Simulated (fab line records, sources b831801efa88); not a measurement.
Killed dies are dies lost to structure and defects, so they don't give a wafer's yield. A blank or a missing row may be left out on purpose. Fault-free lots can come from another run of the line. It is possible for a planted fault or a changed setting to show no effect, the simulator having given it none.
A lot that was struck, set against a sound lot    flow sky130    17 out of 708 route steps
Sound: these wafers, L817.1, L817.2, L817.5. Wafers struck: L823.3, L823.5, L823.6. The cause comes at the end.
Order at every step that has rows: each side's tool, ch and its chambers, its first start. Under that, the readings that differ: sound wafers    struck wafers    difference of the means    sigmas: that difference in standard deviations of wafers without a fault.
alike: a reading whose means differ by less than 2 such deviations, as well as words and numbers matching on both sides. not compared: withheld readings; readings where some wafer has no value; bounds like >300 that might hide an equal value; numbers whose values overlap and for which the record gives no deviation.
Wherever a step has rows on one side only, a row that says differs or no value, or a row with sigmas, the two part there. Numbers that don't overlap but have no deviation are shown without sigmas and don't part them. A reading missing from all wafers of one side parts the sides only when that side holds two or more wafers.

SKY_LDD_HVN_OVL_MEAS_07:
  sound on overlay-02, day 21 11:07; struck on overlay-01, day 23 16:16
  alike: LDD_HVN_OVL
then, 1 step without rows for these wafers: SKY_LDD_HVN_IMPLANT_08.
SKY_LDD_HVN_STRIP_09: strips in O2/N2.
  sound on plasma_asher-04 ch 0,1, day 21 11:18; struck on plasma_asher-03 ch 0,1, day 23 16:28
  alike: drypump_motor_current_A, oes_product_au, strip_time_to_endpoint_s
  not compared: rf_hours_counter_h
SKY_LDD_HVN_TW_MEAS_10:
  sound on film_metro-03, day 21 11:24; struck on film_metro-03, day 23 16:34
  alike: LDD_HVN_TW
then, 7 steps without rows for these wafers: SKY_LDD_HVP_DEHYDRATE_00 (time 60 s); SKY_LDD_HVP_HMDS_01 (prime time 60 s); SKY_LDD_HVP_COAT_02 (resist thk 300 nm); SKY_LDD_HVP_SOFTBAKE_03 (time 60 s); SKY_LDD_HVP_EXPOSE_04 (exposes mask HVPTM, target cd 700 nm); SKY_LDD_HVP_PEB_05; SKY_LDD_HVP_DEVELOP_06 (develop time 60 s).
SKY_LDD_HVP_OVL_MEAS_07:
  sound on overlay-02, day 22 18:01; struck on overlay-01, day 24 22:32
  alike: LDD_HVP_OVL
SKY_LDD_HVP_IMPLANT_08:
  sound on implanter-02 ch 0, day 22 18:03; struck on implanter-01 ch 0, day 24 22:37
reading             sound                             struck                            difference   sigmas
dose_ions_cm2       1.7019e+13 1.7005e+13 1.6994e+13  1.4771e+13 1.4767e+13 1.4754e+13  -2.2420e+12  -99 or more
faraday_current_uA  92.8 96.0 92.8                    83.4 82.3 82.3                    -11.2        -7
SKY_LDD_HVP_STRIP_09: strips in O2/N2.
  sound on plasma_asher-04 ch 0,1, day 22 18:12; struck on plasma_asher-04 ch 0,1, day 24 22:44
  alike: drypump_motor_current_A, oes_product_au, strip_time_to_endpoint_s
  not compared: rf_hours_counter_h
SKY_LDD_HVP_TW_MEAS_10:
  sound on film_metro-01, day 22 18:18; struck on film_metro-01, day 24 22:50
reading     sound        struck       difference  sigmas
LDD_HVP_TW  458 460 457  435 435 433  -24         -6
then, 1 step without rows for these wafers: SKY_LDD_LDN_DEHYDRATE_00 (time 60 s).
-- record jumps: 23 days separate the struck wafers' starts on either side; left off in module LDD_LDN, taken up again in module PAD_OPEN, whose first shown step is the route's number 708 --
SKY_PAD_OPEN_PROBE_99:
  sound on prober-02, day 46 15:33; struck on prober-01, day 48 09:34
reading                         sound           struck          difference  sigmas
model.etest.tip_p_5v.rs_ohm_sq  2862 2854 2875  3183 3175 3171  +313        
  alike: killed_at_M0_to_M3, killed_at_M4_up, killed_at_contacts, killed_at_front_end, killed_at_other, killed_dies, killed_open, killed_short

== WHERE THEY PART ==
Earliest at SKY_LDD_HVP_IMPLANT_08; latest, in this record, at SKY_LDD_HVP_TW_MEAS_10. Later steps at which nothing parts them and some readings are alike: SKY_PAD_OPEN_PROBE_99.

WHY: what had been put in by the simulator
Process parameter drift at SKY_LDD_HVP_IMPLANT_08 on implanter-01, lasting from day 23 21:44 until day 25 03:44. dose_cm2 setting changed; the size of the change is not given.
